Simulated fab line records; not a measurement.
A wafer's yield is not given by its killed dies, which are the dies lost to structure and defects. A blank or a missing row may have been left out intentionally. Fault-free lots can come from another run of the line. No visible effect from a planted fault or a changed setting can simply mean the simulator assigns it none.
A struck lot beside a sound one / flow gf180mcu / 15 steps out of a route of 602
Sound: the wafers L313.3, L313.4, L313.6. The struck wafers were L321.1, L321.4, L321.6. Last of all comes the cause.
For every step that has rows: the tool of each side, followed by ch and its chambers, followed by its first start. Under that, the readings that differ: sound wafers / struck wafers / difference of the means / sigmas: that difference in standard deviations of wafers without a fault.
alike: readings with means less than 2 such deviations apart, plus words and numbers identical on both sides. not compared: withheld readings, readings lacking a value on some wafer, bounds such as >300 that could conceal the same value, and numbers that have no deviation in the record and whose values overlap.
The two part at a step that has a row with sigmas, a row that says differs or no value, or rows on one side only. Non-overlapping numbers with no deviation appear without sigmas and do not part them. Lack of a reading on every wafer of one side parts them only where that side has two or more wafers.

first, 5 steps without rows for these wafers: GF_M5_COAT_02 (resist thk 1000 nm); GF_M5_SOFTBAKE_03 (time 60 s); GF_M5_EXPOSE_04 (exposes mask Metal5, target cd 280 nm); GF_M5_PEB_05 (peb time 90 s); GF_M5_DEVELOP_06 (develop time 60 s).
GF_M5_CD_MEAS_07: target cd 280 nm.
  struck on cd-sem-01, day 29 11:59; sound on cd-sem-02, day 26 22:53
  alike: cd-nm
GF_M5_OVL_MEAS_08:
  struck on overlay-02, day 29 12:06; sound on overlay-01, day 26 22:58
reading=M5_OVL (nm); sound=-14 -11 -13; struck=-1 -5 -1; difference=+10; sigmas=+2
GF_M5_ETCH_09: etches Si3N4 in CF4/O2, target depth 52 nm, time 11.6 s.
  sound on rie-diel-02 ch 0,2,3, day 26 22:59; struck on rie-diel-01 ch 0,1,3, day 29 12:08
  alike: O2_flow_sccm, cf4-flow-sccm, drypump-motor-current-A, oes-product-au, throttle-valve-pct
  not compared: rf-hours-counter-h
GF_M5_METAL_ETCH_10: etches the open film in Cl2/BCl3, stops on SiO2, target depth 627.5 nm, time 104.6 s.
  sound on rie-metal-04 ch 0,1, day 26 23:04; struck on rie-metal-02 ch 0,1, day 29 12:10
  alike: drypump-motor-current-A, he-backside-leak-sccm, oes-product-au, throttle-valve-pct
  not compared: rf-hours-counter-h
GF_M5_STRIP_11: strips in O2/N2.
  sound on plasma-asher-04 ch 0,1, day 26 23:10; struck on plasma-asher-02 ch 1, day 29 12:16
  alike: drypump-motor-current-A, heater-power-w, n2-flow-sccm, oes-product-au, strip-time-to-endpoint-s
  not compared: rf-hours-counter-h
then, 2 steps without rows for these wafers: GF_M5_STRIP_12 (strips in post etch residue remover, time 1200 s); GF_M5_CLEAN_13 (cleans in DIW).
GF_V5_CVD_00: deposits SiO2, target thk 300 nm, time 50 s.
  sound on hdpcvd-02 ch 0,1,2, day 26 23:46; struck on hdpcvd-02 ch 0,1,2, day 29 13:01
GF_V5_THK_MEAS_01:
  struck on film-metro-04, day 29 13:17; sound on film-metro-04, day 26 23:50
reading=V5_CVD_00_THK (nm); sound=301.4 299.2 304.1; struck=602.2 604.3 597.2; difference=+299.7; sigmas=+99 or more
GF_PASSIVATION_PROBE_99:
  the record has rows for the sound wafers here (prober-02, day 29 17:08) and none for the struck ones

## WHERE THEY PART
First at GF_M5_OVL_MEAS_08; last, within this record, at GF_PASSIVATION_PROBE_99.

WHY: what the simulator had put in
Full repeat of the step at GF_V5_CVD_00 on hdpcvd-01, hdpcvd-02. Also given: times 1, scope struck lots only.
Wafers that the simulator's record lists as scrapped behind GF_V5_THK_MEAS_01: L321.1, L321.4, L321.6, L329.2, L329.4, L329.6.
